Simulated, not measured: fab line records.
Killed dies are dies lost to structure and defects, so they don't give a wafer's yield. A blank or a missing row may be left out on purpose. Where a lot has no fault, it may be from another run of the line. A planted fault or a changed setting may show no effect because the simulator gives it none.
fab line records	flow gf180mcu
record: lots: 24	wafers: 72	lastDay: 34
route steps=602 shown V2@383 V4@501 TOP_METAL@583 PASSIVATION@599
lots untouched by any fault: they come from a run of this same line in which no faults occurred
startH: hours from the record's opening day to when the first of the lot's shown wafers began	waitH: hours elapsed since this lot's preceding step	" same as the row above	L1.1+2: a single row standing in for several wafers	- either no value or no given start	* or withheld: withheld	< > ~ a bound
route shown NAME@n: names a module that has steps shown in the file, with the first one's number in the route	usual: average and standard deviation across the fault-free wafers	same: alike in all rows	chamber/n: place in a boat	sites: per-site readings	_std_site: the values' standard deviation	_edge_site: the outer-site mean with the inner-site mean subtracted	radiusMm: for every site, how far away it sits from the centre of the wafer	mask NAME#n: copy n	behind: tool/chamber where the wafer was last shaped	hold: cause of the lot's hold/its duration in hours/its outcome	device: whichever transistor did not switch (one of n, p or np)	end of line: the route-end tests of the same wafers	a step with no rows: only its recipe	killed: the dies lost at the first sort to structure and to defects; this is not the yield of the wafer	map: dies across one wafer; x = killed, . = not, _ = none there
set.NAME: setting as actually run; set.NAME@STEP: the setting as run at that earlier step	model.NAME: the simulator's own value behind a step, which no gauge read
one table for each step of the route and one row for each wafer, over a sample of lots
services: from which hour (startH, from the record's first day; less than 0 if before it) a tool's chamber was out of use, for how many hours, and why
== steps ==
step: GF_V2_THK_MEAS_01
recipe: reads: SiO2_of_V2_CVD_00
usual: V2_CVD_00_THK: 603/6.7
lot.wafer	tool	chamber	startH	waitH	V2_CVD_00_THK[nm]
L074.3	filmMetro-01	-	439.50	0.1	606
L074.5	"	-	"	"	591
L074.6	"	-	"	"	599
L075.2	filmMetro-03	-	452.32	0.0	601
L075.3	"	-	"	"	600
L075.4	"	-	"	"	608
L076.3	filmMetro-01	-	465.49	0.1	591
L076.4	"	-	"	"	585
L076.5	"	-	"	"	599
L077.2	filmMetro-01	-	474.73	0.0	603
L077.3	"	-	"	"	602
L077.6	"	-	"	"	600
L078.2	filmMetro-04	-	482.22	0.0	599
L078.5	"	-	"	"	601
L078.6	"	-	"	"	600
L079.1	filmMetro-03	-	496.06	0.0	607
L079.3	"	-	"	"	601
L079.4	"	-	"	"	599
L080.1	filmMetro-03	-	516.98	0.0	597
L080.3	"	-	"	"	597
L080.4	"	-	"	"	595
L081.1	filmMetro-03	-	519.10	0.0	591
L081.3	"	-	"	"	593
L081.6	"	-	"	"	593
L082.3	filmMetro-04	-	519.34	0.1	601
L082.4	"	-	"	"	607
L082.5	"	-	"	"	603
L083.2	filmMetro-03	-	534.89	0.0	609
L083.4	"	-	"	"	598
L083.6	"	-	"	"	603
L084.2	filmMetro-01	-	544.30	0.0	603
L084.3	"	-	"	"	606
L084.6	"	-	"	"	598
L085.4	filmMetro-03	-	546.31	0.0	606
L085.5	"	-	"	"	611
L085.6	"	-	"	"	614
L086.2	filmMetro-01	-	552.04	0.0	616
L086.4	"	-	"	"	611
L086.5	"	-	"	"	616
L087.1	filmMetro-01	-	558.47	0.0	605
L087.2	"	-	"	"	604
L087.3	"	-	"	"	599
L088.1	filmMetro-03	-	569.23	0.0	612
L088.3	"	-	"	"	600
L088.5	"	-	"	"	603
L089.2	filmMetro-03	-	577.58	0.0	601
L089.5	"	-	"	"	612
L089.6	"	-	"	"	614
L090.1	filmMetro-04	-	583.83	0.0	613
L090.4	"	-	"	"	606
L090.6	"	-	"	"	609
L091.1	filmMetro-03	-	589.60	0.0	624
L091.2	"	-	"	"	610
L091.4	"	-	"	"	604
L092.2	filmMetro-01	-	598.50	0.0	602
L092.3	"	-	"	"	610
L092.5	"	-	"	"	600
L093.2	filmMetro-01	-	601.59	0.0	605
L093.5	"	-	"	"	608
L093.6	"	-	"	"	605
L094.2	filmMetro-03	-	612.08	0.0	604
L094.4	"	-	"	"	613
L094.5	"	-	"	"	613
L095.1	filmMetro-01	-	620.15	0.0	597
L095.2	"	-	"	"	604
L095.3	"	-	"	"	602
L096.1	filmMetro-03	-	626.75	0.0	599
L096.2	"	-	"	"	604
L096.3	"	-	"	"	618
L097.1	filmMetro-03	-	630.66	0.0	589
L097.4	"	-	"	"	598
L097.6	"	-	"	"	600
step: GF_V4_THK_MEAS_25
recipe: thkMeasGauge: xrf	reads: W_of_V4_CVD_23
usual: V4_W_THK: 350/8.3
lot.wafer	tool	chamber	startH	waitH	V4_W_THK[nm]
L074.3	filmMetro-04	-	566.25	0.1	338
L074.5	"	-	"	"	347
L074.6	"	-	"	"	334
L075.2	filmMetro-03	-	575.71	0.1	348
L075.3	"	-	"	"	344
L075.4	"	-	"	"	356
L076.3	filmMetro-03	-	587.50	0.1	358
L076.4	"	-	"	"	352
L076.5	"	-	"	"	355
L077.2	filmMetro-03	-	597.68	0.1	365
L077.3	"	-	"	"	357
L077.6	"	-	"	"	357
L078.2	filmMetro-03	-	602.20	0.1	354
L078.5	"	-	"	"	354
L078.6	"	-	"	"	347
L079.1	filmMetro-04	-	614.80	0.1	339
L079.3	"	-	"	"	348
L079.4	"	-	"	"	337
L080.1	filmMetro-03	-	634.23	0.1	344
L080.3	"	-	"	"	345
L080.4	"	-	"	"	353
L081.1	filmMetro-03	-	635.25	0.1	350
L081.3	"	-	"	"	348
L081.6	"	-	"	"	356
L082.3	filmMetro-04	-	636.49	0.1	340
L082.4	"	-	"	"	339
L082.5	"	-	"	"	342
L083.2	filmMetro-03	-	650.08	0.1	352
L083.4	"	-	"	"	355
L083.6	"	-	"	"	349
L084.2	filmMetro-04	-	656.20	0.1	353
L084.3	"	-	"	"	334
L084.6	"	-	"	"	354
L085.4	filmMetro-04	-	659.83	0.1	354
L085.5	"	-	"	"	349
L085.6	"	-	"	"	336
L086.2	filmMetro-03	-	664.75	0.1	365
L086.4	"	-	"	"	347
L086.5	"	-	"	"	365
L087.1	filmMetro-03	-	668.77	0.1	348
L087.2	"	-	"	"	365
L087.3	"	-	"	"	365
L088.1	filmMetro-04	-	679.13	0.1	358
L088.3	"	-	"	"	354
L088.5	"	-	"	"	337
L089.2	filmMetro-01	-	686.87	0.1	345
L089.5	"	-	"	"	346
L089.6	"	-	"	"	366
L090.1	filmMetro-03	-	692.89	0.1	347
L090.4	"	-	"	"	344
L090.6	"	-	"	"	342
L091.1	filmMetro-03	-	697.61	0.1	361
L091.2	"	-	"	"	346
L091.4	"	-	"	"	344
L092.2	filmMetro-01	-	705.22	0.1	346
L092.3	"	-	"	"	342
L092.5	"	-	"	"	349
L093.2	filmMetro-01	-	710.61	0.1	343
L093.5	"	-	"	"	342
L093.6	"	-	"	"	356
L094.2	filmMetro-03	-	716.67	0.1	362
L094.4	"	-	"	"	348
L094.5	"	-	"	"	364
L095.1	filmMetro-04	-	724.97	0.1	343
L095.2	"	-	"	"	363
L095.3	"	-	"	"	346
L096.1	filmMetro-03	-	730.09	0.1	350
L096.2	"	-	"	"	361
L096.3	"	-	"	"	361
L097.1	filmMetro-01	-	732.88	0.1	355
L097.4	"	-	"	"	354
L097.6	"	-	"	"	337
step: GF_TOP_METAL_METAL_ETCH_16
recipe: chemistry: Cl2/BCl3	maskMaterial: NOVOLAK	targetDepthNm: 1197	stopOn: SiO2	pressureMtorr: 8	icpW: 800	biasW: 140	Cl2_flow_sccm: 80	bcl3FlowSccm: 40	timeS: 199.5
usual: drypumpMotorCurrentA: 5.7/0.42	heBacksideLeakSccm: 3.28/0.19	oesProductAu: 0.987/0.0093	throttleValvePct: 28.234/0.012
same: timeS: 199.5
lot.wafer	tool	chamber	startH	waitH	drypumpMotorCurrentA	heBacksideLeakSccm	oesProductAu	rfHoursCounterH	throttleValvePct
L074.3	rieMetal-03	1	653.45	0.1	5.6	3.19	0.979	-	28.244
L074.5	"	1	"	"	5.6	3.41	0.978	-	28.250
L074.6	"	0	"	"	5.0	3.18	0.990	-	28.231
L075.2	rieMetal-03	0	662.51	0.0	5.0	3.60	0.988	11	28.224
L075.3	"	0	"	"	4.9	3.41	0.984	-	28.236
L075.4	"	1	"	"	5.6	3.04	0.975	-	28.252
L076.3	rieMetal-03	0	673.36	0.1	4.9	3.42	0.992	-	28.210
L076.4	"	1	"	"	5.6	3.28	0.976	-	28.237
L076.5	"	0	"	"	5.0	3.24	0.984	-	28.250
L077.2	rieMetal-04	0	682.71	0.0	6.1	3.14	0.993	2	28.233
L077.3	"	0	"	"	6.1	3.21	0.995	-	28.214
L077.6	"	0	"	"	6.1	3.14	0.990	-	28.237
L078.2	rieMetal-02	0	687.25	0.0	5.8	3.04	0.991	2	28.237
L078.5	"	1	"	"	6.2	3.61	1.001	-	28.227
L078.6	"	0	"	"	5.8	2.95	0.987	-	28.241
L079.1	rieMetal-02	1	697.90	0.0	6.2	3.59	0.992	7	28.236
L079.3	"	1	"	"	6.2	3.62	0.997	-	28.232
L079.4	"	0	"	"	5.9	2.87	0.989	-	28.220
L080.1	rieMetal-02	1	713.40	0.0	6.2	3.54	0.997	8	28.237
L080.3	"	0	"	"	5.9	3.06	0.996	-	28.230
L080.4	"	1	"	"	6.2	3.44	0.993	-	28.233
L081.1	rieMetal-02	0	716.84	0.0	5.8	3.05	0.995	3	28.251
L081.3	"	1	"	"	6.2	3.64	0.989	-	28.227
L081.6	"	0	"	"	5.9	3.07	0.988	-	28.221
L082.3	rieMetal-03	0	717.27	0.1	5.0	3.20	0.986	-	28.240
L082.4	"	0	"	"	5.0	3.01	0.995	-	28.223
L082.5	"	0	"	"	5.0	3.00	1.000	-	28.227
L083.2	rieMetal-02	1	730.29	0.0	6.2	3.46	1.000	9	28.221
L083.4	"	0	"	"	5.9	3.03	0.998	-	28.229
L083.6	"	1	"	"	6.3	3.55	1.007	-	28.230
L084.2	rieMetal-03	1	735.53	0.1	5.6	3.10	0.992	-	28.234
L084.3	"	1	"	"	5.6	3.17	0.993	-	28.223
L084.6	"	1	"	"	5.6	3.47	0.987	-	28.218
L085.4	rieMetal-03	1	738.64	0.2	5.6	3.35	0.983	-	28.234
L085.5	"	1	"	"	5.6	3.42	0.981	-	28.230
L085.6	"	1	"	"	5.6	3.19	0.996	-	28.234
L086.2	rieMetal-02	0	742.40	0.0	5.9	2.98	0.990	4	28.230
L086.4	"	1	"	"	6.2	3.57	0.992	-	28.233
L086.5	"	0	"	"	5.9	2.93	0.994	-	28.236
L087.1	rieMetal-04	0	745.74	0.0	6.1	3.17	0.998	5	28.199
L087.2	"	1	"	"	5.4	3.30	0.973	6	28.257
L087.3	"	1	"	"	5.3	3.29	0.981	-	28.247
L088.1	rieMetal-02	1	755.21	0.0	6.2	3.55	0.988	10	28.224
L088.3	"	0	"	"	5.9	3.08	0.988	-	28.215
L088.5	"	1	"	"	6.2	3.54	0.992	-	28.225
L089.2	rieMetal-04	0	764.61	0.0	6.1	3.20	1.000	5	28.207
L089.5	"	1	"	"	5.3	3.34	0.964	-	28.251
L089.6	"	0	"	"	6.1	3.20	0.998	-	28.234
L090.1	rieMetal-04	0	768.54	0.0	6.1	3.20	1.004	6	28.233
L090.4	"	0	"	"	6.1	3.33	0.993	-	28.231
L090.6	"	0	"	"	6.1	3.21	0.998	-	28.223
L091.1	rieMetal-04	0	772.30	0.0	6.1	3.26	0.987	6	28.242
L091.2	"	1	"	"	5.3	3.41	0.968	7	28.255
L091.4	"	0	"	"	6.1	3.20	0.994	-	28.208
L092.2	rieMetal-03	1	779.80	0.0	5.6	3.37	0.986	4	28.228
L092.3	"	0	"	"	4.9	3.06	0.969	-	28.242
L092.5	"	0	"	"	5.0	3.13	0.983	-	28.235
L093.2	rieMetal-02	1	783.00	0.0	6.2	3.49	0.986	12	28.212
L093.5	"	1	"	"	6.2	3.40	0.988	-	28.243
L093.6	"	0	"	"	5.9	3.15	0.989	-	28.241
L094.2	rieMetal-04	0	787.11	0.0	6.1	3.14	0.989	7	28.224
L094.4	"	0	"	"	6.1	3.26	1.001	-	28.234
L094.5	"	1	"	"	5.3	3.32	0.963	-	28.253
L095.1	rieMetal-02	0	794.79	0.0	5.9	3.22	0.997	8	28.233
L095.2	"	1	"	"	6.2	3.48	0.985	13	28.228
L095.3	"	0	"	"	5.9	3.00	0.988	-	28.216
L096.1	rieMetal-04	1	799.85	0.0	5.3	3.50	0.987	10	28.244
L096.2	"	0	"	"	6.1	3.14	0.994	8	28.228
L096.3	"	0	"	"	6.1	3.09	0.995	-	28.222
L097.1	rieMetal-02	0	802.75	0.0	5.9	2.97	0.991	9	28.238
L097.4	"	1	"	"	6.2	3.60	0.984	-	28.233
L097.6	"	0	"	"	5.9	3.05	0.992	-	28.224
step: GF_TOP_METAL_STRIP_17
recipe: chemistry: O2/N2	powerW: 1400	pressureMtorr: 1500	platenTempC: 250	o2FlowSccm: 3000	n2FlowSccm: 300	overashFraction: 0.5
usual: drypumpMotorCurrentA: 5.7/0.39	heaterPowerW: 349/44	oesProductAu: 0.710/0.0046	stripTimeToEndpointS: 12.95/0.11
lot.wafer	tool	chamber	startH	waitH	drypumpMotorCurrentA	heaterPowerW	oesProductAu	rfHoursCounterH	stripTimeToEndpointS
L074.3	plasmaAsher-02	0	653.62	0.1	5.0	372	0.710	-	13.01
L074.5	"	1	"	"	5.8	397	0.711	-	13.06
L074.6	"	0	"	"	5.0	378	0.710	-	12.88
L075.2	plasmaAsher-03	0	662.70	0.1	5.8	319	0.709	57	12.91
L075.3	"	1	"	"	5.8	380	0.715	-	12.98
L075.4	"	0	"	"	5.9	323	0.709	-	13.04
L076.3	plasmaAsher-01	0	673.53	0.1	6.2	381	0.712	-	12.78
L076.4	"	1	"	"	5.3	273	0.711	-	13.05
L076.5	"	1	"	"	5.3	275	0.708	-	12.88
L077.2	plasmaAsher-03	1	682.90	0.1	5.8	384	0.710	59	12.81
L077.3	"	0	"	"	5.9	324	0.705	-	12.81
L077.6	"	0	"	"	5.9	325	0.706	-	12.81
L078.2	plasmaAsher-01	0	687.44	0.1	6.2	378	0.710	110	12.88
L078.5	"	1	"	"	5.3	273	0.701	-	12.82
L078.6	"	0	"	"	6.2	381	0.708	-	12.89
L079.1	plasmaAsher-01	1	698.09	0.1	5.3	268	0.713	111	12.92
L079.3	"	1	"	"	5.3	265	0.717	-	13.01
L079.4	"	0	"	"	6.2	379	0.719	-	12.90
L080.1	plasmaAsher-01	0	713.59	0.1	6.2	388	0.708	113	12.92
L080.3	"	0	"	"	6.2	383	0.709	-	12.92
L080.4	"	1	"	"	5.3	264	0.710	-	12.92
L081.1	plasmaAsher-03	1	717.03	0.1	5.8	378	0.710	62	12.98
L081.3	"	0	"	"	5.8	322	0.704	-	12.99
L081.6	"	1	"	"	5.8	384	0.708	-	12.98
L082.3	plasmaAsher-01	1	717.56	0.2	5.3	269	0.709	-	12.93
L082.4	"	0	"	"	6.2	386	0.707	-	12.95
L082.5	"	1	"	"	5.3	276	0.704	-	12.84
L083.2	plasmaAsher-02	0	730.48	0.1	5.0	374	0.708	31	12.97
L083.4	"	0	"	"	5.0	372	0.711	-	12.98
L083.6	"	1	"	"	5.8	392	0.709	-	12.99
L084.2	plasmaAsher-03	0	735.84	0.3	5.9	323	0.708	64	12.95
L084.3	"	1	"	"	5.8	381	0.703	-	12.96
L084.6	"	0	"	"	5.9	318	0.712	-	13.01
L085.4	plasmaAsher-03	1	738.87	0.2	5.8	370	0.714	-	12.90
L085.5	"	1	"	"	5.8	365	0.711	-	12.85
L085.6	"	0	"	"	5.8	318	0.713	-	12.89
L086.2	plasmaAsher-03	0	742.59	0.1	5.8	326	0.714	65	13.03
L086.4	"	0	"	"	5.8	324	0.713	-	13.02
L086.5	"	0	"	"	5.8	316	0.712	-	13.03
L087.1	plasmaAsher-02	0	745.93	0.1	5.0	372	0.709	33	12.83
L087.2	"	1	"	"	5.8	400	0.719	33	13.16
L087.3	"	0	"	"	5.0	362	0.715	-	13.21
L088.1	plasmaAsher-02	1	755.40	0.1	5.8	389	0.704	34	12.92
L088.3	"	0	"	"	5.0	365	0.709	-	12.91
L088.5	"	0	"	"	5.0	374	0.715	-	12.87
L089.2	plasmaAsher-01	0	764.80	0.1	6.2	379	0.704	2	12.82
L089.5	"	1	"	"	5.3	286	0.718	-	13.14
L089.6	"	0	"	"	6.2	378	0.718	-	12.77
L090.1	plasmaAsher-02	0	768.73	0.1	5.0	371	0.711	36	12.78
L090.4	"	1	"	"	5.8	393	0.708	-	12.78
L090.6	"	0	"	"	5.0	374	0.712	-	12.78
L091.1	plasmaAsher-03	0	772.49	0.1	5.9	318	0.710	68	12.97
L091.2	"	1	"	"	5.8	376	0.710	68	13.22
L091.4	"	1	"	"	5.8	374	0.706	-	12.84
L092.2	plasmaAsher-02	0	779.99	0.1	5.0	371	0.717	37	12.88
L092.3	"	0	"	"	5.0	355	0.718	-	13.10
L092.5	"	1	"	"	5.8	411	0.702	-	13.12
L093.2	plasmaAsher-01	0	783.19	0.1	6.2	372	0.719	4	12.86
L093.5	"	1	"	"	5.3	282	0.702	-	12.84
L093.6	"	0	"	"	6.2	374	0.708	-	12.84
L094.2	plasmaAsher-01	0	787.30	0.1	6.2	377	0.716	5	12.78
L094.4	"	0	"	"	6.2	381	0.706	-	12.79
L094.5	"	1	"	"	5.3	281	0.716	-	13.18
L095.1	plasmaAsher-01	1	794.98	0.1	5.3	279	0.711	5	12.92
L095.2	"	0	"	"	6.2	379	0.712	5	12.95
L095.3	"	1	"	"	5.3	283	0.715	-	12.88
L096.1	plasmaAsher-01	1	800.04	0.1	5.3	284	0.715	6	13.18
L096.2	"	0	"	"	6.2	374	0.705	6	12.83
L096.3	"	0	"	"	6.2	374	0.712	-	12.83
L097.1	plasmaAsher-03	1	802.94	0.1	5.8	383	0.715	71	13.03
L097.4	"	1	"	"	5.8	386	0.713	-	13.03
L097.6	"	1	"	"	5.8	382	0.707	-	12.93
step: GF_PASSIVATION_STRIP_12
recipe: chemistry: O2/N2	powerW: 1400	pressureMtorr: 1500	platenTempC: 250	o2FlowSccm: 3000	n2FlowSccm: 300	overashFraction: 0.5
usual: drypumpMotorCurrentA: 5.6/0.34	heaterPowerW: 339/41	oesProductAu: 0.719/0.0046	stripTimeToEndpointS: 32.9/0.33
lot.wafer	tool	chamber	startH	waitH	drypumpMotorCurrentA	heaterPowerW	oesProductAu	rfHoursCounterH	stripTimeToEndpointS
L074.3	plasmaAsher-04	0	673.51	0.2	5.7	331	0.721	-	32.9
L074.5	"	1	"	"	5.6	308	0.718	-	32.9
L074.6	"	0	"	"	5.7	329	0.716	-	32.8
L075.2	plasmaAsher-04	0	682.23	0.1	5.7	327	0.722	93	33.5
L075.3	"	1	"	"	5.7	300	0.725	-	32.9
L075.4	"	0	"	"	5.7	330	0.717	-	33.3
L076.3	plasmaAsher-01	0	692.90	0.2	6.2	385	0.717	-	33.3
L076.4	"	1	"	"	5.3	270	0.719	-	32.1
L076.5	"	1	"	"	5.3	273	0.715	-	33.1
L077.2	plasmaAsher-02	1	702.78	0.1	5.8	392	0.719	28	33.5
L077.3	"	0	"	"	5.0	377	0.716	-	33.1
L077.6	"	1	"	"	5.8	401	0.720	-	32.8
L078.2	plasmaAsher-02	0	706.80	0.1	5.0	370	0.717	29	32.8
L078.5	"	1	"	"	5.8	388	0.727	-	32.8
L078.6	"	0	"	"	5.0	383	0.715	-	33.1
L079.1	plasmaAsher-04	1	717.20	0.1	5.7	296	0.715	96	32.8
L079.3	"	0	"	"	5.6	326	0.715	-	33.1
L079.4	"	1	"	"	5.6	306	0.711	-	33.5
L080.1	plasmaAsher-04	1	733.01	0.1	5.6	304	0.716	98	32.9
L080.3	"	1	"	"	5.6	307	0.712	-	33.4
L080.4	"	0	"	"	5.7	327	0.717	-	33.3
L081.1	plasmaAsher-04	0	735.66	0.1	5.6	328	0.716	98	33.1
L081.3	"	1	"	"	5.6	302	0.720	-	33.3
L081.6	"	0	"	"	5.6	327	0.722	-	32.9
L082.3	plasmaAsher-02	1	736.40	0.2	5.8	394	0.725	-	32.7
L082.4	"	0	"	"	5.0	387	0.728	-	33.3
L082.5	"	0	"	"	5.0	371	0.720	-	33.3
L083.2	plasmaAsher-04	1	748.89	0.1	5.6	300	0.716	100	32.3
L083.4	"	0	"	"	5.6	326	0.721	-	32.5
L083.6	"	0	"	"	5.7	322	0.720	-	32.9
L084.2	plasmaAsher-02	0	753.59	0.1	5.0	374	0.726	34	33.1
L084.3	"	1	"	"	5.8	391	0.720	-	32.5
L084.6	"	1	"	"	5.8	398	0.714	-	33.1
L085.4	plasmaAsher-04	1	757.61	0.2	5.7	295	0.720	-	33.5
L085.5	"	1	"	"	5.7	307	0.724	-	32.9
L085.6	"	0	"	"	5.6	332	0.712	-	33.3
L086.2	plasmaAsher-04	1	760.49	0.1	5.6	306	0.725	101	32.8
L086.4	"	0	"	"	5.7	327	0.729	-	32.8
L086.5	"	1	"	"	5.6	297	0.712	-	32.9
L087.1	plasmaAsher-04	1	763.69	0.1	5.6	305	0.719	101	33.1
L087.2	"	0	"	"	5.7	328	0.715	101	33.3
L087.3	"	0	"	"	5.7	323	0.724	-	33.1
L088.1	plasmaAsher-01	1	772.97	0.1	5.3	281	0.729	3	32.6
L088.3	"	0	"	"	6.2	374	0.722	-	33.3
L088.5	"	0	"	"	6.2	377	0.717	-	33.1
L089.2	plasmaAsher-01	1	781.52	0.1	5.3	271	0.718	4	33.1
L089.5	"	1	"	"	5.3	289	0.715	-	32.7
L089.6	"	0	"	"	6.2	374	0.712	-	33.0
L090.1	plasmaAsher-02	0	785.96	0.1	5.0	367	0.720	37	32.8
L090.4	"	1	"	"	5.8	395	0.720	-	32.9
L090.6	"	1	"	"	5.8	408	0.711	-	32.9
L091.1	plasmaAsher-04	0	789.49	0.1	5.6	324	0.717	104	33.1
L091.2	"	1	"	"	5.7	302	0.713	104	32.6
L091.4	"	0	"	"	5.6	333	0.716	-	33.0
L092.2	plasmaAsher-01	0	797.02	0.1	6.2	377	0.713	6	33.0
L092.3	"	0	"	"	6.2	382	0.720	-	33.1
L092.5	"	1	"	"	5.3	288	0.727	-	33.3
L093.2	plasmaAsher-04	0	799.59	0.1	5.6	319	0.718	105	32.7
L093.5	"	1	"	"	5.6	310	0.713	-	32.6
L093.6	"	0	"	"	5.7	320	0.720	-	32.6
L094.2	plasmaAsher-02	0	805.21	0.1	5.0	375	0.720	39	33.4
L094.4	"	0	"	"	5.0	373	0.717	-	32.7
L094.5	"	0	"	"	5.0	376	0.724	-	33.3
L095.1	plasmaAsher-01	1	810.44	0.1	5.3	283	0.723	7	32.8
L095.2	"	0	"	"	6.2	377	0.722	7	33.3
L095.3	"	1	"	"	5.3	287	0.709	-	32.3
L096.1	plasmaAsher-02	1	816.22	0.1	5.8	397	0.719	41	33.3
L096.2	"	0	"	"	5.0	367	0.719	41	32.9
L096.3	"	1	"	"	5.8	395	0.718	-	32.5
L097.1	plasmaAsher-01	1	818.97	0.1	5.3	278	0.717	8	32.2
L097.4	"	0	"	"	6.2	380	0.721	-	33.1
L097.6	"	1	"	"	5.3	270	0.728	-	32.1
step: GF_PASSIVATION_BOW_MEAS_14
recipe: mode: bow
usual: PASSIVATION_BOW: 139/9.9
lot.wafer	tool	chamber	startH	waitH	PASSIVATION_BOW[um]
L074.3	filmMetro-01	-	675.12	0.0	149
L074.5	"	-	"	"	144
L074.6	"	-	"	"	137
L075.2	filmMetro-03	-	685.14	0.0	139
L075.3	"	-	"	"	134
L075.4	"	-	"	"	140
L076.3	filmMetro-01	-	694.50	0.0	164
L076.4	"	-	"	"	135
L076.5	"	-	"	"	152
L077.2	filmMetro-03	-	704.40	0.0	133
L077.3	"	-	"	"	135
L077.6	"	-	"	"	129
L078.2	filmMetro-01	-	708.42	0.0	132
L078.5	"	-	"	"	145
L078.6	"	-	"	"	142
L079.1	filmMetro-04	-	718.80	0.0	151
L079.3	"	-	"	"	138
L079.4	"	-	"	"	142
L080.1	filmMetro-03	-	734.61	0.0	128
L080.3	"	-	"	"	121
L080.4	"	-	"	"	131
L081.1	filmMetro-01	-	737.26	0.0	147
L081.3	"	-	"	"	141
L081.6	"	-	"	"	155
L082.3	filmMetro-01	-	738.00	0.0	124
L082.4	"	-	"	"	129
L082.5	"	-	"	"	132
L083.2	filmMetro-01	-	750.51	0.0	134
L083.4	"	-	"	"	130
L083.6	"	-	"	"	136
L084.2	filmMetro-03	-	755.21	0.0	130
L084.3	"	-	"	"	125
L084.6	"	-	"	"	136
L085.4	filmMetro-04	-	759.23	0.1	153
L085.5	"	-	"	"	147
L085.6	"	-	"	"	159
L086.2	filmMetro-03	-	762.11	0.0	144
L086.4	"	-	"	"	145
L086.5	"	-	"	"	144
L087.1	filmMetro-01	-	765.29	0.0	150
L087.2	"	-	"	"	149
L087.3	"	-	"	"	141
L088.1	filmMetro-01	-	774.57	0.0	142
L088.3	"	-	"	"	137
L088.5	"	-	"	"	127
L089.2	filmMetro-04	-	783.14	0.0	140
L089.5	"	-	"	"	136
L089.6	"	-	"	"	136
L090.1	filmMetro-01	-	787.56	0.0	144
L090.4	"	-	"	"	148
L090.6	"	-	"	"	150
L091.1	filmMetro-01	-	791.09	0.0	139
L091.2	"	-	"	"	136
L091.4	"	-	"	"	129
L092.2	filmMetro-03	-	798.64	0.0	131
L092.3	"	-	"	"	118
L092.5	"	-	"	"	135
L093.2	filmMetro-03	-	801.21	0.0	134
L093.5	"	-	"	"	131
L093.6	"	-	"	"	125
L094.2	filmMetro-01	-	806.86	0.1	142
L094.4	"	-	"	"	128
L094.5	"	-	"	"	141
L095.1	filmMetro-04	-	812.04	0.0	158
L095.2	"	-	"	"	149
L095.3	"	-	"	"	155
L096.1	filmMetro-03	-	817.82	0.0	147
L096.2	"	-	"	"	137
L096.3	"	-	"	"	146
L097.1	filmMetro-04	-	820.65	0.1	148
L097.4	"	-	"	"	139
L097.6	"	-	"	"	135
== services ==
tool	chamber	startH	hours	kind
rieMetal-03	0	642.22	1.0	repair
rieMetal-02	-	690.15	1.4	pm
rieMetal-03	1	695.53	17.7	repair
rieMetal-03	1	713.24	-	clean
rieMetal-03	1	713.24	17.8	scheduledDown
rieMetal-03	1	713.24	17.8	ventCycle
rieMetal-03	0	731.72	-	clean
rieMetal-03	0	731.72	28.1	scheduledDown
rieMetal-03	0	731.72	28.1	ventCycle
plasmaAsher-01	-	733.75	9.0	pm
plasmaAsher-01	0	733.75	9.0	ventCycle
plasmaAsher-01	1	733.75	9.0	ventCycle
plasmaAsher-01	0	742.75	-	clean
plasmaAsher-01	1	742.75	-	clean
plasmaAsher-02	-	762.98	1.9	repair
rieMetal-03	-	782.04	28.1	pm
== key ==
fault none
